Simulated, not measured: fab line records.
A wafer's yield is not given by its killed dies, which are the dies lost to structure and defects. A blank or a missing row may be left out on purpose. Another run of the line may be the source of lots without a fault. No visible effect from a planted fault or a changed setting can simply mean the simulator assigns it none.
One fault through the eyes of 2 desks :: flow sky130 :: each desk has only its own numbers; what lay behind them comes last

== THE TOOL OWNER'S DESK: furnace-01 ==
The tool's own readings at SKY_GATE_OXIDE_OXIDATION_01 (stabilise 600 s, purge 300 s, target thk 10.268 nm): means of the sampled wafers that have a number, for each lot that ran on this tool. Marked OUT: a lot whose mean sits more than 4 standard deviations from the usual mean, which makes it out of limits; the brackets give that distance.
Columns: A = ox-temp-c at SKY_GATE_OXIDE_OXIDATION_01, usual 900.0 C; B = ox-temp-c-max at SKY_GATE_OXIDE_OXIDATION_01, usual 904.4
lot: L595
first seen here: day 13 20:34
A: 899.8
B: 903.3

lot: L594
first seen here: day 13 21:59
A: 899.9
B: 903.5

lot: L596
first seen here: day 14 21:59
A: 900.2
B: 903.9

lot: L598
first seen here: day 15 15:38
A: 900.5
B: 903.9

lot: L603
first seen here: day 16 12:48
A: 900.2
B: 903.4

lot: L605
first seen here: day 17 03:16
A: 900.2
B: 903.7

lot: L613
first seen here: day 19 05:56
A: 900.3
B: 903.8

lot: L614
first seen here: day 19 16:25
A: 899.3
B: 902.4

lot: L615
first seen here: day 20 02:18
A: 900.0
B: 903.7

lot: L616
first seen here: day 20 12:32
A: 900.1
B: 903.6
Finding of this desk: none of the 10 lots has anything out of limits.

== AT THE METROLOGY DESK ==
Lot by lot, what the gauges showed, no matter which tool ran the lot: averages of those sampled wafers that carry a number. Marked OUT: a lot whose mean sits more than 4 standard deviations from the usual mean, which makes it out of limits; the brackets give that distance.
Columns: A = cd-nm at SKY_VT_ADJUST_HVTP_CD_MEAS_07, usual 379.9 nm; B = SONOS_ONO_OVL at SKY_SONOS_ONO_OVL_MEAS_14, usual 0.6 nm; C = GATE_OXIDE_TW at SKY_GATE_OXIDE_TW_MEAS_14, usual 225.0
lot: L595
first seen here: day 7 00:57
A: 380.3
B: -0.2
C: 222.9

lot: L594
first seen here: day 7 01:51
A: 379.3
B: -0.1
C: 224.7

lot: L596
first seen here: day 7 19:30
A: 378.5
B: 0.3
C: 225.8

lot: L598
first seen here: day 8 07:09
A: 381.9
B: 1.4
C: 226.8

lot: L601
first seen here: day 8 19:21
A: 378.3
B: -1.0
C: 225.9

lot: L603
first seen here: day 9 01:53
A: 381.6
B: 0.4
C: 224.2

lot: L605
first seen here: day 9 10:20
A: 377.8
B: 1.4
C: 225.2

lot: L606
first seen here: day 9 14:38
A: 379.8
B: 1.5
C: 224.3

lot: L608
first seen here: day 9 22:01
A: 380.5
B: 0.9
C: 224.3

lot: L613
first seen here: day 11 04:30
A: 377.2
B: -0.3
C: 223.8

lot: L614
first seen here: day 11 06:28
A: 378.6
B: 1.1
C: 225.8

lot: L615
first seen here: day 11 13:50
A: 383.9
B: 2.3
C: 222.7

lot: L616
first seen here: day 11 22:15
A: 380.1
B: 1.7
C: 225.0

lot: L617
first seen here: day 12 05:30
A: 376.6
B: 0.3
C: 227.8
Finding of this desk: none of the 14 lots has anything out of limits.

== TAKEN TOGETHER ==
The desk of the tool owner found nothing out of limits.
The metrology desk saw nothing out of limits.

== WHAT THE SIMULATOR HAD INSERTED ==
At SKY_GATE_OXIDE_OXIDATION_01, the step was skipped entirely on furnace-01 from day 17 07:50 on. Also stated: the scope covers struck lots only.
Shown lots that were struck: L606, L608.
